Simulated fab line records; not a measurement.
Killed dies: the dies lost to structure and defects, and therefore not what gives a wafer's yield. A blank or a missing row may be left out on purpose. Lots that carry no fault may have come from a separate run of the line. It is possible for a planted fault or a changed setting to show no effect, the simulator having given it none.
Shared-tool check	flow sky130	10 lots and 30 wafers in the sample

== WHY IT WAS OPENED ==
At SKY_METAL2_CD_MEAS_15 the reading cdNm is flagged on 2 of 10 lots. Wafers without a fault read 140.2 nm, standard deviation 1.7.
Rule: a lot is flagged when every wafer of it that has a number lies more than 4 standard deviations from that mean, or none has a number. All remaining lots are regarded as sound.

lot	measured	on	cdNm (nm), wafer by wafer	flag
L991	day 35 06:40	cdSem-02	140.7 140.9 141.1	
L992	day 35 15:19	cdSem-02	140.6 138.8 140.1	
L993	day 35 23:50	cdSem-01	140.5 140.0 139.7	
L995	day 36 19:02	cdSem-02	142.3 142.5 140.8	
L100	day 38 17:44	cdSem-02	139.7 141.2 141.1	
L104	day 40 00:49	cdSem-01	53.6 104.6 98.9	FLAGGED
L105	day 40 00:53	cdSem-02	96.9 122.4 129.5	FLAGGED
L109	day 40 22:28	cdSem-01	139.7 139.2 139.9	
L111	day 41 10:52	cdSem-02	140.1 140.7 140.6	
L113	day 42 02:48	cdSem-01	140.6 140.9 141.0	
The numbers of the flagged lots are 101.0 nm on average: -39.2 nm against the usual, or -23 standard deviations.

== EACH LOT AND THE TOOL IT RAN ON ==
Before the reading, the record contains 2 process steps out of a 708-step route. Each cell gives the tool, then ch followed by the chambers the sampled wafers passed through, then the start.
lot	flag	SKY_METAL2_SPUTTER_03	SKY_METAL2_EXPOSE_12
L991		pvdSputter-04, day 34 03:12	krfScanner-02 ch 0, day 34 16:31
L992		pvdSputter-04, day 34 12:18	krfScanner-01 ch 0, day 35 02:22
L993		pvdSputter-03, day 34 21:20	krfScanner-02 ch 0, day 35 11:26
L995		pvdSputter-04, day 35 15:25	krfScanner-02 ch 0, day 36 05:42
L100		pvdSputter-04, day 37 16:39	krfScanner-01 ch 0, day 38 05:11
L104	FLAGGED	pvdSputter-04, day 38 23:14	krfScanner-01 ch 0, day 39 11:29
L105	FLAGGED	pvdSputter-02, day 38 23:35	krfScanner-01 ch 0, day 39 11:50
L109		pvdSputter-04, day 39 21:05	krfScanner-02 ch 0, day 40 09:44
L111		pvdSputter-03, day 40 09:43	krfScanner-02 ch 0, day 40 23:24
L113		pvdSputter-04, day 41 02:55	krfScanner-02 ch 0, day 41 15:05
What these steps do:
- SKY_METAL2_SPUTTER_03: material Ti, target thk 5 nm, time 3.3 s.
- SKY_METAL2_EXPOSE_12: exposes mask MM2, target cd 140 nm.
- SKY_METAL2_CD_MEAS_15: target cd 140 nm.

== FLAGGED AGAINST TOTAL, ONE TOOL AT A TIME (gauges that did the reading follow at the end) ==
step	tool	lots run	flagged	share of the flagged lots	sound lots run after its first flagged lot
SKY_METAL2_SPUTTER_03	pvdSputter-02	1	1	some	0
SKY_METAL2_SPUTTER_03	pvdSputter-03	2	0	none	-
SKY_METAL2_SPUTTER_03	pvdSputter-04	7	1	some	2 (L109,L113)
SKY_METAL2_EXPOSE_12	krfScanner-01	4	2	all	0
SKY_METAL2_EXPOSE_12	krfScanner-02	6	0	none	-
SKY_METAL2_CD_MEAS_15	cdSem-01	4	1	some	2 (L109,L113)
SKY_METAL2_CD_MEAS_15	cdSem-02	6	1	some	1 (L111)

== WHAT THE TABLE ALLOWS ==
1 row of the table ran every flagged lot: krfScanner-01 at SKY_METAL2_EXPOSE_12.
- krfScanner-01 at SKY_METAL2_EXPOSE_12: 2 of its 4 lots flagged. It ran its last sound lot, L100, at day 38 05:11 and its first flagged lot, L104, at day 39 11:29: a fault with its onset between the two fits.
One tool is left: krfScanner-01 at SKY_METAL2_EXPOSE_12.

== WHAT HAD BEEN PUT IN BY THE SIMULATOR ==
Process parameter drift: krfScanner-01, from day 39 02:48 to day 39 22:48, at SKY_METAL2_EXPOSE_12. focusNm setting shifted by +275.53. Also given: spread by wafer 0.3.
Shown lots that were struck: L104, L105. The rule above reached the same finding.
